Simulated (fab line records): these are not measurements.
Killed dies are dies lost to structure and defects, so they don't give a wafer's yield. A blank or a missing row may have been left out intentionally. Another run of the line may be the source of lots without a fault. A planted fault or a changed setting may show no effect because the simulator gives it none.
Which of the tools did it? :: flow sfq-line :: 42 wafers from 14 lots sampled at 4 of the route's 325 steps

WHAT EACH GAUGE READ, for each wafer
SFQ_M6_RS_MEAS_938: measures by four-point-probe. Usual: M6_NB_RS typically reads 0.896 ohm/sq, with standard deviation 0.0086.
lot: L478
measured: day 67 21:02
on: film-metro-04
M6_NB_RS (ohm/sq): 0.899 0.900 0.897
flag: 

lot: L479
measured: day 67 23:25
on: film-metro-02
M6_NB_RS (ohm/sq): 0.899 0.904 0.906
flag: 

lot: L480
measured: day 68 03:17
on: film-metro-03
M6_NB_RS (ohm/sq): 0.902 0.914 0.912
flag: 

lot: L481
measured: day 70 06:25
on: film-metro-03
M6_NB_RS (ohm/sq): 0.897 0.890 0.901
flag: 

lot: L482
measured: day 74 15:14
on: film-metro-04
M6_NB_RS (ohm/sq): 0.899 0.903 0.910
flag: 

lot: L483
measured: day 74 16:23
on: film-metro-04
M6_NB_RS (ohm/sq): 0.898 0.898 0.898
flag: 

lot: L484
measured: day 74 21:11
on: film-metro-04
M6_NB_RS (ohm/sq): 0.907 0.903 0.918
flag: 

lot: L486
measured: day 75 09:11
on: film-metro-02
M6_NB_RS (ohm/sq): 0.890 0.887 0.887
flag: 

lot: L490
measured: day 75 17:36
on: film-metro-04
M6_NB_RS (ohm/sq): 0.892 0.892 0.905
flag: 

lot: L491
measured: day 75 23:35
on: film-metro-03
M6_NB_RS (ohm/sq): 0.465 0.911 0.464 0.465 0.911 0.464
flag: OFF

lot: L492
measured: day 76 02:35
on: film-metro-02
M6_NB_RS (ohm/sq): 0.899 0.903 0.901
flag: 

lot: L494
measured: day 76 09:49
on: film-metro-03
M6_NB_RS (ohm/sq): 0.889 0.461 0.898 0.888 0.463 0.898
flag: OFF

lot: L496
measured: day 78 12:54
on: film-metro-03
M6_NB_RS (ohm/sq): 0.893 0.893 0.895
flag: 

lot: L501
measured: day 78 18:53
on: film-metro-04
M6_NB_RS (ohm/sq): 0.885 0.893 0.897
flag: 

EACH LOT AND THE TOOL THAT RAN IT (in order: tool; ch and the chambers of the sampled wafers; start)
lot: L478
SFQ_TRILAYER_I2_VIA_STRIP_STRIP_071: rie-metal-02 ch 0,1, day 29 02:59
SFQ_TRILAYER_M3_BARC_OPEN_METAL_ETCH_100: rie-metal-01 ch 0,1, day 34 19:42
SFQ_TRILAYER_M6_DEP_SPUTTER_157: pvd-sputter-06, day 67 20:55

lot: L479
SFQ_TRILAYER_I2_VIA_STRIP_STRIP_071: rie-metal-03 ch 0,1, day 29 14:13
SFQ_TRILAYER_M3_BARC_OPEN_METAL_ETCH_100: rie-metal-01 ch 0,1, day 35 10:06
SFQ_TRILAYER_M6_DEP_SPUTTER_157: pvd-sputter-03, day 67 23:19

lot: L480
SFQ_TRILAYER_I2_VIA_STRIP_STRIP_071: rie-metal-01 ch 0,1, day 34 23:33
SFQ_TRILAYER_M3_BARC_OPEN_METAL_ETCH_100: rie-metal-01 ch 0,1, day 40 17:40
SFQ_TRILAYER_M6_DEP_SPUTTER_157: pvd-sputter-06, day 68 03:10

lot: L481
SFQ_TRILAYER_I2_VIA_STRIP_STRIP_071: rie-metal-03 ch 0,1, day 35 06:46
SFQ_TRILAYER_M3_BARC_OPEN_METAL_ETCH_100: rie-metal-03 ch 0,1, day 40 23:40
SFQ_TRILAYER_M6_DEP_SPUTTER_157: pvd-sputter-03, day 70 06:18

lot: L482
SFQ_TRILAYER_I2_VIA_STRIP_STRIP_071: rie-metal-02 ch 0,1, day 35 19:08
SFQ_TRILAYER_M3_BARC_OPEN_METAL_ETCH_100: rie-metal-01 ch 0,1, day 41 11:41
SFQ_TRILAYER_M6_DEP_SPUTTER_157: pvd-sputter-05, day 74 15:05

lot: L483
SFQ_TRILAYER_I2_VIA_STRIP_STRIP_071: rie-metal-01 ch 0,1, day 36 04:03
SFQ_TRILAYER_M3_BARC_OPEN_METAL_ETCH_100: rie-metal-04 ch 0,1, day 41 20:10
SFQ_TRILAYER_M6_DEP_SPUTTER_157: pvd-sputter-06, day 74 16:17

lot: L484
SFQ_TRILAYER_I2_VIA_STRIP_STRIP_071: rie-metal-01 ch 0,1, day 37 08:25
SFQ_TRILAYER_M3_BARC_OPEN_METAL_ETCH_100: rie-metal-03 ch 0,1, day 41 21:22
SFQ_TRILAYER_M6_DEP_SPUTTER_157: pvd-sputter-05, day 74 21:05

lot: L486
SFQ_TRILAYER_I2_VIA_STRIP_STRIP_071: rie-metal-02 ch 0,1, day 43 14:48
SFQ_TRILAYER_M3_BARC_OPEN_METAL_ETCH_100: rie-metal-03 ch 0,1, day 43 18:25
SFQ_TRILAYER_M6_DEP_SPUTTER_157: pvd-sputter-03, day 75 09:05

lot: L490
SFQ_TRILAYER_I2_VIA_STRIP_STRIP_071: rie-metal-01 ch 0,1, day 44 11:10
SFQ_TRILAYER_M3_BARC_OPEN_METAL_ETCH_100: rie-metal-04 ch 0,1, day 49 17:38
SFQ_TRILAYER_M6_DEP_SPUTTER_157: pvd-sputter-06, day 75 17:29

lot: L491
SFQ_TRILAYER_I2_VIA_STRIP_STRIP_071: rie-metal-02 ch 0,1, day 44 15:49
SFQ_TRILAYER_M3_BARC_OPEN_METAL_ETCH_100: rie-metal-01 ch 0,1, day 50 00:50
SFQ_TRILAYER_M6_DEP_SPUTTER_157: pvd-sputter-05, day 75 23:29

lot: L492
SFQ_TRILAYER_I2_VIA_STRIP_STRIP_071: rie-metal-02 ch 0,1, day 44 19:25
SFQ_TRILAYER_M3_BARC_OPEN_METAL_ETCH_100: rie-metal-04 ch 0,1, day 50 05:38
SFQ_TRILAYER_M6_DEP_SPUTTER_157: pvd-sputter-03, day 76 02:29

lot: L494
SFQ_TRILAYER_I2_VIA_STRIP_STRIP_071: rie-metal-02 ch 0,1, day 45 03:53
SFQ_TRILAYER_M3_BARC_OPEN_METAL_ETCH_100: rie-metal-01 ch 0,1, day 50 10:28
SFQ_TRILAYER_M6_DEP_SPUTTER_157: pvd-sputter-05, day 76 09:41

lot: L496
SFQ_TRILAYER_I2_VIA_STRIP_STRIP_071: rie-metal-03 ch 0,1, day 45 10:53
SFQ_TRILAYER_M3_BARC_OPEN_METAL_ETCH_100: rie-metal-01 ch 0,1, day 50 16:02
SFQ_TRILAYER_M6_DEP_SPUTTER_157: pvd-sputter-06, day 78 12:47

lot: L501
SFQ_TRILAYER_I2_VIA_STRIP_STRIP_071: rie-metal-02 ch 0, day 45 20:29
SFQ_TRILAYER_M3_BARC_OPEN_METAL_ETCH_100: rie-metal-01 ch 0,1, day 50 23:14
SFQ_TRILAYER_M6_DEP_SPUTTER_157: pvd-sputter-03, day 78 18:47
- SFQ_TRILAYER_I2_VIA_STRIP_STRIP_071: strips in O2.
- SFQ_TRILAYER_M3_BARC_OPEN_METAL_ETCH_100: etches BARC in O2, target depth 125 nm, time 41.7 s.
- SFQ_TRILAYER_M6_DEP_SPUTTER_157: material Nb, target thk 200 nm, time 133.3 s.

WHAT THE TOOLS THEMSELVES READ (means of the sampled wafers that have a number; where no wafer has one, the mark that the record gives instead)
SFQ_TRILAYER_I2_VIA_STRIP_STRIP_071. Usual: drypump-motor-current-A 6.2 A, standard deviation 0.44; oes-product-au 0.997 a.u., standard deviation 0.0068.
lot: L478
tool: rie-metal-02
drypump-motor-current-A (A): 6.7
oes-product-au (a.u.): 1.003
flag: 

lot: L479
tool: rie-metal-03
drypump-motor-current-A (A): 6.0
oes-product-au (a.u.): 1.003
flag: 

lot: L480
tool: rie-metal-01
drypump-motor-current-A (A): 5.8
oes-product-au (a.u.): 0.990
flag: 

lot: L481
tool: rie-metal-03
drypump-motor-current-A (A): 6.0
oes-product-au (a.u.): 0.990
flag: 

lot: L482
tool: rie-metal-02
drypump-motor-current-A (A): 6.5
oes-product-au (a.u.): 1.000
flag: 

lot: L483
tool: rie-metal-01
drypump-motor-current-A (A): 5.8
oes-product-au (a.u.): 0.994
flag: 

lot: L484
tool: rie-metal-01
drypump-motor-current-A (A): 5.8
oes-product-au (a.u.): 1.001
flag: 

lot: L486
tool: rie-metal-02
drypump-motor-current-A (A): 6.7
oes-product-au (a.u.): 0.995
flag: 

lot: L490
tool: rie-metal-01
drypump-motor-current-A (A): 5.8
oes-product-au (a.u.): 0.991
flag: 

lot: L491
tool: rie-metal-02
drypump-motor-current-A (A): 6.5
oes-product-au (a.u.): 1.001
flag: 

lot: L492
tool: rie-metal-02
drypump-motor-current-A (A): 6.5
oes-product-au (a.u.): 0.989
flag: 

lot: L494
tool: rie-metal-02
drypump-motor-current-A (A): 6.7
oes-product-au (a.u.): 1.006
flag: 

lot: L496
tool: rie-metal-03
drypump-motor-current-A (A): 6.0
oes-product-au (a.u.): 0.992
flag: 

lot: L501
tool: rie-metal-02
drypump-motor-current-A (A): 6.4
oes-product-au (a.u.): 1.001
flag: 

SFQ_TRILAYER_M3_BARC_OPEN_METAL_ETCH_100. Usual: drypump-motor-current-A 5.89 A, standard deviation 0.28; oes-product-au 0.685 a.u., standard deviation 0.0048.
lot: L478
tool: rie-metal-01
drypump-motor-current-A (A): 5.86
oes-product-au (a.u.): 0.685
flag: 

lot: L479
tool: rie-metal-01
drypump-motor-current-A (A): 5.87
oes-product-au (a.u.): 0.684
flag: 

lot: L480
tool: rie-metal-01
drypump-motor-current-A (A): 5.86
oes-product-au (a.u.): 0.688
flag: 

lot: L481
tool: rie-metal-03
drypump-motor-current-A (A): 5.72
oes-product-au (a.u.): 0.679
flag: 

lot: L482
tool: rie-metal-01
drypump-motor-current-A (A): 5.86
oes-product-au (a.u.): 0.684
flag: 

lot: L483
tool: rie-metal-04
drypump-motor-current-A (A): 6.02
oes-product-au (a.u.): 0.682
flag: 

lot: L484
tool: rie-metal-03
drypump-motor-current-A (A): 6.00
oes-product-au (a.u.): 0.683
flag: 

lot: L486
tool: rie-metal-03
drypump-motor-current-A (A): 5.73
oes-product-au (a.u.): 0.682
flag: 

lot: L490
tool: rie-metal-04
drypump-motor-current-A (A): 5.87
oes-product-au (a.u.): 0.693
flag: 

lot: L491
tool: rie-metal-01
drypump-motor-current-A (A): 5.82
oes-product-au (a.u.): 0.684
flag: 

lot: L492
tool: rie-metal-04
drypump-motor-current-A (A): 6.04
oes-product-au (a.u.): 0.688
flag: 

lot: L494
tool: rie-metal-01
drypump-motor-current-A (A): 5.80
oes-product-au (a.u.): 0.682
flag: 

lot: L496
tool: rie-metal-01
drypump-motor-current-A (A): 5.80
oes-product-au (a.u.): 0.685
flag: 

lot: L501
tool: rie-metal-01
drypump-motor-current-A (A): 5.79
oes-product-au (a.u.): 0.689
flag: 

SFQ_TRILAYER_M6_DEP_SPUTTER_157. Usual: cathode-dc-power-W 2000.0 W, standard deviation 0.36; throttle-valve-pct 29.7 %, standard deviation 0.8.
lot: L478
tool: pvd-sputter-06
cathode-dc-power-W (W): 2000.0
throttle-valve-pct (%): 29.8
flag: 

lot: L479
tool: pvd-sputter-03
cathode-dc-power-W (W): 1999.9
throttle-valve-pct (%): 29.7
flag: 

lot: L480
tool: pvd-sputter-06
cathode-dc-power-W (W): 1999.7
throttle-valve-pct (%): 29.6
flag: 

lot: L481
tool: pvd-sputter-03
cathode-dc-power-W (W): 1999.9
throttle-valve-pct (%): 28.7
flag: 

lot: L482
tool: pvd-sputter-05
cathode-dc-power-W (W): 1999.9
throttle-valve-pct (%): 30.0
flag: 

lot: L483
tool: pvd-sputter-06
cathode-dc-power-W (W): 2000.4
throttle-valve-pct (%): 29.2
flag: 

lot: L484
tool: pvd-sputter-05
cathode-dc-power-W (W): 1999.9
throttle-valve-pct (%): 30.0
flag: 

lot: L486
tool: pvd-sputter-03
cathode-dc-power-W (W): 1999.9
throttle-valve-pct (%): 29.3
flag: 

lot: L490
tool: pvd-sputter-06
cathode-dc-power-W (W): 2000.0
throttle-valve-pct (%): 29.6
flag: 

lot: L491
tool: pvd-sputter-05
cathode-dc-power-W (W): 2000.1
throttle-valve-pct (%): 30.0
flag: 

lot: L492
tool: pvd-sputter-03
cathode-dc-power-W (W): 2000.0
throttle-valve-pct (%): 29.1
flag: 

lot: L494
tool: pvd-sputter-05
cathode-dc-power-W (W): 1999.6
throttle-valve-pct (%): 30.2
flag: 

lot: L496
tool: pvd-sputter-06
cathode-dc-power-W (W): 2000.0
throttle-valve-pct (%): 29.6
flag: 

lot: L501
tool: pvd-sputter-03
cathode-dc-power-W (W): 1999.9
throttle-valve-pct (%): 29.8
flag: 

THE ANSWER, worked out from the rows above alone
Rule: a lot is off if the mean of its wafers that have a number lies more than 3 standard deviations from the usual mean. A lot without any number at a reading at which 4 lots or more have one is off too. Any other lot the step has rows for is counted as sound. First the gauges in route order, then the tools' own readings, where a lot's mean is used as printed above. The first step at which some lot is off is used, and at that step the reading that is off furthest; a lot without a number counts as furthest.
Off: at SFQ_M6_RS_MEAS_938 (M6_NB_RS), L491, L494.
A tool fits if, at a process step before that reading, it ran every lot that is off, and no sound lot after the first of them. Those tools and the gauges at SFQ_M6_RS_MEAS_938 are tried in the same way. One fits: SFQ_TRILAYER_M6_DEP_SPUTTER_157 on pvd-sputter-05. A fault onset in the window from L484 (day 74 21:05, its last sound lot) to L491 (day 75 23:29, its first lot off) fits.

WHAT WAS PUT IN BY THE SIMULATOR
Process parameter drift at SFQ_TRILAYER_M6_DEP_SPUTTER_157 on pvd-sputter-05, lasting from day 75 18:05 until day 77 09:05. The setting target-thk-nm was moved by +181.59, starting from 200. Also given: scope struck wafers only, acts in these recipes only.
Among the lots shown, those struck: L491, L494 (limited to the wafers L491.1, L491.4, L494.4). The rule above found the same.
